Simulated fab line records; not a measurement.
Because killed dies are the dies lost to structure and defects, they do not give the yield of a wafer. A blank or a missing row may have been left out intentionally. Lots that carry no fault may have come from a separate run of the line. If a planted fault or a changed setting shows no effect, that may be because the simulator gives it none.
Problem report, 8D (eight disciplines) form, completed by code / flow sky130 / the parts of the form that need people (team, actions taken, sign-off) are left out

1. THE ISSUE
Wafers without a fault read 75.0 s, standard deviation 0.49; run-length-s at SKY_SPACER_ETCHBACK_02 reads a mean of 90.0 s on 2 wafers belonging to 2 lots. Measured from the usual mean, that is +31 standard deviations.
The step: etches Si3N4 in CH3F/O2, stops on SiO2, time 46.7 s, target depth 45 nm.
Earliest sighting: wafer L393.3 on rie-diel-03 at day 29 07:32. At this step, 36 wafers from 12 lots have a number in the record. The rule behind "out" and "out of limits": a value lying over 4 standard deviations away from the usual mean. All remaining wafers that have a number are taken as sound.

2. WHAT IT IS; WHAT IT IS NOT
question=which readings at this step | is=run-length-s, oes-product-au | is not=drypump-motor-current-A
question=which lots | is=L393, L394 | is not=L378, L379, L381, L382, L383, L384, L386, L398, L399, L400
question=which wafers of those lots | is=L393.3, L394.6 | is not=L393.1, L393.2, L394.4, L394.5
question=read on which tools | is=rie-diel-03 | is not=rie-diel-01, rie-diel-02
question=when | is=from day 29 07:32 | is not=up to then (23 sound wafers); but 11 sound wafers of L394, L398, L399, L400 came after

3. THE SUSPECTS, EACH WITH WHAT RULES IT OUT
Counting: if a tool at a process step up to the reading ran every lot that is out, it stays a suspect. Sound lots after the first of them don't rule it out here, since some wafers of a struck lot are sound.
- rie-diel-03 at SKY_SPACER_ETCHBACK_02 (etches Si3N4 in CH3F/O2, stops on SiO2, time 46.7 s, target depth 45 nm): kept. Every lot that is out went through it, the first being L393 (day 29 07:32); the last sound lot it ran before that was L386 (day 26 21:30). Out on those wafers are its own readings of oes-product-au, run-length-s.
- rie-diel-03, SKY_SPACER_ETCHBACK_02: wafers that are out in chamber 1, sound lot-mates in chambers 0, 2, 3.
Left after counting: rie-diel-03 at SKY_SPACER_ETCHBACK_02.

4. THE CAUSE (what the simulator had put in)
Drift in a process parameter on rie-diel-03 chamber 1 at SKY_SPACER_ETCHBACK_02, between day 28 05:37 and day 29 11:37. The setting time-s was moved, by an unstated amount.
Only this tool survived the counting.

5. SEQUENCE OF EFFECTS, ordered by route
One row per reading whose mean, taken over the struck wafers that have a number, lies over 3 standard deviations from the usual. Only readings for which the record gives a usual standard deviation are gone through. hours: the time from each lot's start at the first step in this table that gives one to its start at this step, as a median over the lots. sigmas: the change in usual standard deviations.
hours=0; step=SKY_SPACER_ETCHBACK_02; reading=oes-product-au; usual=0.854 a.u.; on struck wafers=0.737; change=-0.117; sigmas=-19
hours=0; step=SKY_SPACER_ETCHBACK_02; reading=run-length-s; usual=75.0 s; on struck wafers=90.0; change=+15.0; sigmas=+31
hours=29; step=SKY_POLY_CUT_ETCH_11; reading=oes-product-au; usual=0.830 a.u.; on struck wafers=0.802; change=-0.028; sigmas=-4.7
The process steps in it:
- SKY_SPACER_ETCHBACK_02: etches Si3N4 in CH3F/O2, stops on SiO2, time 46.7 s, target depth 45 nm.
- SKY_POLY_CUT_ETCH_11: etches Si3N4 in CF4/CH2F2/Ar, stops on poly-Si, time 42.5 s, target depth 60 nm.
Later steps that measure or inspect, where all struck wafers having a row at the step show a number for every such reading and not one has moved that far: SKY_SD_P_OVL_MEAS_08.

6. WHAT WOULD HAVE CAUGHT IT SOONER
26 hours passed between the start of the fault at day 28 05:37 and the first reading out of limits in this record, taken at day 29 07:32.
